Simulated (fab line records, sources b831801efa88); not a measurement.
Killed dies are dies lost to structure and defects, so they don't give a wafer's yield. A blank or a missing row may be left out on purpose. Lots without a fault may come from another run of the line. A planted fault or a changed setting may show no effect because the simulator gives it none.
Chamber matching | flow sky130 | SKY_VIA4_CMP_21 on cmp-01: 4 sister chambers
The step polishes, stops on SiO2, t overpolish 25 s, target thk 0 nm. 4 wafers are shown with their chamber, then 12 later ones without.

WAFERS WITH THEIR CHAMBER
wafer  | chamber | motor_current_A (A)
L088.5 | 3       | 9.4
L089.3 | 2       | 11.6
L089.5 | 0       | 11.2
L089.6 | 1       | 10.3

WAFERS WITHOUT THEIR CHAMBER
wafer  | motor_current_A (A)
L091.1 | 12.7
L091.5 | 10.8
L091.6 | 9.2
L092.1 | 11.4
L092.3 | 9.9
L092.4 | 11.4
L094.3 | 9.5
L094.4 | 11.5
L094.6 | 9.9
L096.1 | 11.6
L096.2 | 12.1
L096.5 | 12.0

WHICH CHAMBER EACH WENT THROUGH
wafer  | from the rows above          | in truth
L091.1 | can't be placed: 2 or 0      | 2
L091.5 | can't be placed: 0 or 1 or 2 | 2
L091.6 | 3                            | 3
L092.1 | can't be placed: 2 or 0      | 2
L092.3 | can't be placed: 1 or 3      | 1
L092.4 | can't be placed: 2 or 0      | 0
L094.3 | can't be placed: 3 or 1      | 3
L094.4 | can't be placed: 2 or 0      | 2
L094.6 | can't be placed: 1 or 3      | 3
L096.1 | can't be placed: 2 or 0      | 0
L096.2 | can't be placed: 2 or 0      | 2
L096.5 | can't be placed: 2 or 0      | 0
Placed correctly: 1 of 12. Can't be placed from these rows: 11 (the true chamber is among the candidates in 11). Placed wrongly: 0.
How it was worked out, from the rows above alone: a wafer's distance from a chamber is the root of the sum, over the readings, of the square of ((its reading less the chamber's mean) divided by the reading's scatter). The wafer belongs to the nearest chamber; if the next one is less than 2 further off, it can't be placed. A chamber's mean is the mean of its shown wafers. The scatter: with one shown wafer a chamber, the root of the mean of the squares of how far each hidden wafer lies from its nearest shown one.
